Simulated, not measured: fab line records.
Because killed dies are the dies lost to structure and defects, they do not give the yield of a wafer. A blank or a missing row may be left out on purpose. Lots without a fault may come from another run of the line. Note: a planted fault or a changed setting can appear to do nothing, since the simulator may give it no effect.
One fault through the eyes of 2 desks | flow sky130 | what lay behind the numbers comes last; until then each desk has only its own

== THE METROLOGY DESK ==
What the gauges read for every lot (on any tool): the sampled wafers with a number, averaged. A lot is out of limits, marked OUT, if its mean lies more than 4 standard deviations from the usual mean; the brackets give that distance.
Columns: A = VT_ADJUST_NCORE_TW at SKY_VT_ADJUST_NCORE_TW_MEAS_11, usual 218.4; B = cdNm at SKY_SONOS_TUNNEL_CD_MEAS_07, usual 409.9 nm
lot  | first seen here | A     | B
L870 | day 8 15:30     | 216.9 | 411.9
L871 | day 8 22:54     | 218.8 | 409.7
L872 | day 9 00:23     | 219.5 | 410.9
L873 | day 9 07:07     | 217.4 | 406.7
L881 | day 11 17:39    | 219.0 | 411.4
L882 | day 12 07:30    | 214.6 | 407.8
L888 | day 14 03:43    | 220.7 | 409.9
L889 | day 14 09:30    | 221.7 | 412.5
L890 | day 14 19:16    | 217.2 | 411.3
L892 | day 15 03:26    | 218.8 | 410.1
L891 | day 15 04:40    | 219.0 | 412.8
This desk's verdict: no lot among the 11 shows anything out of limits.

== TOOL OWNER'S DESK, lithoTrack-01 ==
The tool's own readings at SKY_GATE_OXIDE_SOFTBAKE_06 (time 60 s): means of the sampled wafers that have a number, for each lot that ran on this tool. A lot is out of limits, marked OUT, if its mean lies more than 4 standard deviations from the usual mean; the brackets give that distance.
Columns: A = exhaustPa at SKY_GATE_OXIDE_SOFTBAKE_06, usual 45.0 Pa; B = heaterPowerTotalW at SKY_GATE_OXIDE_SOFTBAKE_06, usual 56.60 W; C = plateTempC at SKY_GATE_OXIDE_SOFTBAKE_06, usual 90.00 C
lot  | first seen here | A    | B                       | C
L871 | day 13 18:05    | 44.3 | 56.56                   | 90.08
L881 | day 16 23:01    | 45.8 | 60.86 (+99 or more) OUT | 94.79 (+44) OUT
L882 | day 17 13:34    | 45.1 | 60.83 (+99 or more) OUT | 94.62 (+42) OUT
L891 | day 21 01:35    | 44.4 | 56.63                   | 89.92
This desk's verdict: out of limits on L881, L882, starting with L881 at day 16 23:01 (heaterPowerTotalW at SKY_GATE_OXIDE_SOFTBAKE_06). Within limits: L871, L891.

== ALL TOGETHER ==
The tool owner's desk could have raised an alarm at day 16 23:01, on L881, L882.
The metrology desk saw nothing out of limits.
The metrology desk holds a record of L881, L882, inside its limits.
SKY_GATE_OXIDE_SOFTBAKE_06 was run on lithoTrack-01 by each of the lots named.

== WHAT THE SIMULATOR HAD INSERTED ==
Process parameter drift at SKY_GATE_OXIDE_SOFTBAKE_06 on lithoTrack-01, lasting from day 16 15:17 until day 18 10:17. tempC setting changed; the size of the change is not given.
Struck lots among those shown: L881, L882.
Delay in hours, fault start to first out-of-limits reading, by desk: the tool owner's desk at 8.
